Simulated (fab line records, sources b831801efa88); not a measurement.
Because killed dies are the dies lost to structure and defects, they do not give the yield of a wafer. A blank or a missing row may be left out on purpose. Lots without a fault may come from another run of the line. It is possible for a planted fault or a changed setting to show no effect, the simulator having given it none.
Which tool is to blame? ; flow gf180mcu ; 42 wafers from 14 lots sampled at 3 of the route's 602 steps

## WHAT THE GAUGES READ, wafer by wafer
GF_CONTACT_CD_MEAS_14: target cd 220 nm.
lot;measured;on;cdNm (nm)
L921;day 16 07:47;cdSem-02;220.2 220.8 221.3
L924;day 17 08:53;cdSem-02;218.9 218.4 218.3
L925;day 17 17:56;cdSem-01;220.6 220.1 220.8
L928;day 19 05:50;cdSem-01;220.3 220.6 220.9
L933;day 20 12:47;cdSem-01;221.2 221.5 221.2
L934;day 21 01:43;cdSem-02;220.7 221.9 221.4
L935;day 21 07:44;cdSem-01;220.1 221.6 219.6
L936;day 21 13:19;cdSem-02;220.1 218.7 219.9
L937;day 22 00:58;cdSem-01;219.4 220.1 220.6
L938;day 22 10:00;cdSem-02;220.7 220.6 220.8
L939;day 22 18:02;cdSem-01;222.1 219.8 220.3
L940;day 22 23:35;cdSem-02;221.6 221.6 221.0
L941;day 23 04:44;cdSem-02;222.6 220.7 222.3
L942;day 23 14:45;cdSem-02;221.1 218.7 219.3

## WHICH TOOL RAN EACH LOT (tool, then ch and the chambers of the sampled wafers, then the start)
lot;GF_CONTACT_CVD_02;GF_CONTACT_CMP_04
L921;pecvd-04 ch 0,1,2, day 15 08:59;cmp-01 ch 0,1,2, day 15 09:07
L924;pecvd-03 ch 0,1,2, day 16 09:31;cmp-02 ch 1,2,3, day 16 09:44
L925;pecvd-02 ch 0,1,2, day 16 18:20;cmp-02 ch 0,1,2, day 16 18:31
L928;pecvd-02 ch 0,1,2, day 18 05:06;cmp-01 ch 0,1,3, day 18 05:14
L933;pecvd-04 ch 1,2, day 19 12:26;cmp-01 ch 0,1,3, day 19 12:40
L934;pecvd-02 ch 0,1,2, day 19 21:13;cmp-02 ch 2,3, day 19 21:26
L935;pecvd-03 ch 0,1, day 20 07:25;cmp-01 ch 1,3, day 20 07:32
L936;pecvd-02 ch 0,1, day 20 13:02;cmp-02 ch 0,1,3, day 20 13:19
L937;pecvd-04 ch 0,1, day 21 00:01;cmp-02 ch 1,2,3, day 21 00:10
L938;pecvd-02 ch 0,1, day 21 10:23;cmp-01 ch 2,3, day 21 10:34
L939;pecvd-04 ch 1,2, day 21 18:19;cmp-02 ch 0,1,3, day 21 18:27
L940;pecvd-04 ch 0,1, day 21 23:47;cmp-02 ch 0,1,3, day 21 23:55
L941;pecvd-04 ch 0,1,2, day 22 04:49;cmp-01 ch 0,1,2, day 22 05:03
L942;pecvd-03 ch 0,2, day 22 15:38;cmp-02 ch 0,2, day 22 15:46
- GF_CONTACT_CVD_02: deposits SiO2 from TEOS, target thk 860 nm, time 95.992 s.
- GF_CONTACT_CMP_04: polishes SiO2.

## AS READ BY THE TOOLS THEMSELVES (means over the sampled wafers that have a number; for cases with no such wafer, the mark the record gives instead)
GF_CONTACT_CVD_02.
lot;tool;heaterPowerW (W)
L921;pecvd-04;695
L924;pecvd-03;676
L925;pecvd-02;745
L928;pecvd-02;769
L933;pecvd-04;657
L934;pecvd-02;753
L935;pecvd-03;648
L936;pecvd-02;677
L937;pecvd-04;641
L938;pecvd-02;793
L939;pecvd-04;667
L940;pecvd-04;651
L941;pecvd-04;664
L942;pecvd-03;713

GF_CONTACT_CMP_04.
lot;tool;motorCurrentA (A);timeToEndpointS (s)
L921;cmp-01;13.6;118
L924;cmp-02;11.5;110
L925;cmp-02;12.4;104
L928;cmp-01;13.1;107
L933;cmp-01;13.5;109
L934;cmp-02;11.7;111
L935;cmp-01;12.6;98
L936;cmp-02;11.9;110
L937;cmp-02;11.3;111
L938;cmp-01;12.7;102
L939;cmp-02;12.0;113
L940;cmp-02;12.1;111
L941;cmp-01;13.6;111
L942;cmp-02;12.9;108

## THE ANSWER, worked out from the rows above alone
Rule: the lots themselves supply what counts as usual. The widest of any qualifying gaps counts: lots, ordered by their means at a reading, are off when they make up no more than a third of the lots, leave a main group of 4 or more, and stand apart from it by 3 or more times the standard deviation of that group's means. A main group whose means are all the same, to the digits that the tables above print for the reading, isn't used. Also off: a lot with no number at a reading for which 4 or more lots have one. The other lots that the step has rows for count as sound. First the gauges in route order, then the tools' own readings, where a lot's mean is used as printed above. The first step at which some lot is off is used, and at that step the reading that is off furthest; a lot without a number counts as furthest.
None of the lots is off at any reading shown; this tells nothing.

## WHAT THE SIMULATOR HAD INSERTED
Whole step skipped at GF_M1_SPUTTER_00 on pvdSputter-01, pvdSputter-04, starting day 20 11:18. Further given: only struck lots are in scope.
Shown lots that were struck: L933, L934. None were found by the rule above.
